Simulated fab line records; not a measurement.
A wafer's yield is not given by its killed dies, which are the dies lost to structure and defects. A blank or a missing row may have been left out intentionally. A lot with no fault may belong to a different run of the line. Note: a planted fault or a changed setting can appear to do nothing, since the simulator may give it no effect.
The tool behind it: which one?	flow gf180mcu	Sampling: 14 lots, 42 wafers, 3 of 602 route steps

## WHAT THE GAUGES READ, wafer by wafer
GF_TOP_METAL_RS_MEAS_05: a four-point-probe measurement. Usual: TOP_METAL_ALCU_RS 0.0327 ohm/sq, standard deviation 0.00042.
lot	measured	on	TOP_METAL_ALCU_RS (ohm/sq)	flag
L914	day 27 13:30	film-metro-02	0.0327 0.0327 0.0327	
L916	day 28 01:10	film-metro-03	0.0319 0.0320 0.0323	
L917	day 28 02:11	film-metro-03	0.0328 0.0332 0.0331	
L915	day 28 03:28	film-metro-01	0.0322 0.0326 0.0322	
L918	day 28 17:38	film-metro-03	0.0332 0.0329 0.0334	
L921	day 29 11:58	film-metro-02	0.0328 0.0331 0.0332	
L920	day 29 12:34	film-metro-03	0.0332 0.0328 0.0332	
L924	day 30 12:14	film-metro-03	0.0327 0.0327 0.0325	
L926	day 31 00:25	film-metro-03	0.0336 0.0326 0.0335	
L927	day 31 09:29	film-metro-02	0.0321 0.0323 0.0325	
L928	day 31 16:46	film-metro-01	0.0328 0.0325 0.0326	
L929	day 31 17:40	film-metro-02	0.0322 0.0323 0.0322	
L930	day 32 01:54	film-metro-02	0.0334 0.0322 0.0330	
L936	day 33 08:58	film-metro-03	0.0331 0.0328 0.0330	

## EACH LOT AND THE TOOL THAT RAN IT (in order: tool; ch and the chambers of the sampled wafers; start)
lot	GF_V3_CVD_23	GF_TOP_METAL_SPUTTER_00
L914	cvd-w-02 ch 0,1, day 22 18:29	pvd-sputter-01, day 27 13:14
L916	cvd-w-02 ch 1, day 23 06:25	pvd-sputter-02, day 28 00:57
L917	cvd-w-01 ch 0,1, day 23 09:23	pvd-sputter-01, day 28 01:58
L915	cvd-w-01 ch 0,1, day 23 11:41	pvd-sputter-01, day 28 03:15
L918	cvd-w-02 ch 0,1, day 24 03:03	pvd-sputter-03, day 28 17:25
L921	cvd-w-02 ch 0,1, day 24 22:59	pvd-sputter-03, day 29 11:42
L920	cvd-w-01 ch 0,1, day 24 23:34	pvd-sputter-01, day 29 12:18
L924	cvd-w-02 ch 0,1, day 26 01:32	pvd-sputter-02, day 30 12:00
L926	cvd-w-02 ch 0,1, day 26 16:11	pvd-sputter-01, day 31 00:12
L927	cvd-w-02 ch 1, day 27 01:34	pvd-sputter-03, day 31 09:14
L928	cvd-w-02 ch 0,1, day 27 09:05	pvd-sputter-02, day 31 16:32
L929	cvd-w-02 ch 0,1, day 27 10:38	pvd-sputter-03, day 31 17:26
L930	cvd-w-01 ch 0,1, day 27 22:50	pvd-sputter-01, day 32 01:39
L936	cvd-w-01 ch 0,1, day 29 10:28	pvd-sputter-02, day 33 08:44
- GF_V3_CVD_23: deposits W, target thk 350 nm, time 104.9 s.
- GF_TOP_METAL_SPUTTER_00: material Ti, target thk 37.5 nm, time 150 s.

## WHAT THE TOOLS THEMSELVES READ (means of the sampled wafers that have a number; where no wafer has one, the mark that the record gives instead)
GF_V3_CVD_23. Usual: heater-power-w reads 915 W (standard deviation 97).
lot	tool	heater-power-w (W)	flag
L914	cvd-w-02	893	
L916	cvd-w-02	823	
L917	cvd-w-01	895	
L915	cvd-w-01	857	
L918	cvd-w-02	963	
L921	cvd-w-02	968	
L920	cvd-w-01	859	
L924	cvd-w-02	895	
L926	cvd-w-02	891	
L927	cvd-w-02	828	
L928	cvd-w-02	981	
L929	cvd-w-02	893	
L930	cvd-w-01	910	
L936	cvd-w-01	928	

GF_TOP_METAL_SPUTTER_00. Usual: throttle-valve-pct reads 30.5 % (standard deviation 0.91).
lot	tool	throttle-valve-pct (%)	flag
L914	pvd-sputter-01	30.2	
L916	pvd-sputter-02	30.5	
L917	pvd-sputter-01	30.0	
L915	pvd-sputter-01	30.7	
L918	pvd-sputter-03	30.7	
L921	pvd-sputter-03	30.9	
L920	pvd-sputter-01	29.8	
L924	pvd-sputter-02	30.7	
L926	pvd-sputter-01	30.1	
L927	pvd-sputter-03	30.9	
L928	pvd-sputter-02	30.3	
L929	pvd-sputter-03	30.2	
L930	pvd-sputter-01	30.1	
L936	pvd-sputter-02	30.4	

## THE ANSWER, worked out from the rows above alone
Rule: lot off if the mean of its wafers having a number is beyond 3 standard deviations from the usual mean. A lot without any number at a reading at which 4 lots or more have one is off too. Any other lot the step has rows for is counted as sound. The gauges are gone through in route order, then the tools' own readings, and for those a lot's mean is taken as printed above. The first step at which some lot is off is used, and at that step the reading that is off furthest; a lot without a number counts as furthest.
Across all readings shown, no lot is off: no conclusion can be drawn from this.

## WHAT HAD BEEN PUT IN BY THE SIMULATOR
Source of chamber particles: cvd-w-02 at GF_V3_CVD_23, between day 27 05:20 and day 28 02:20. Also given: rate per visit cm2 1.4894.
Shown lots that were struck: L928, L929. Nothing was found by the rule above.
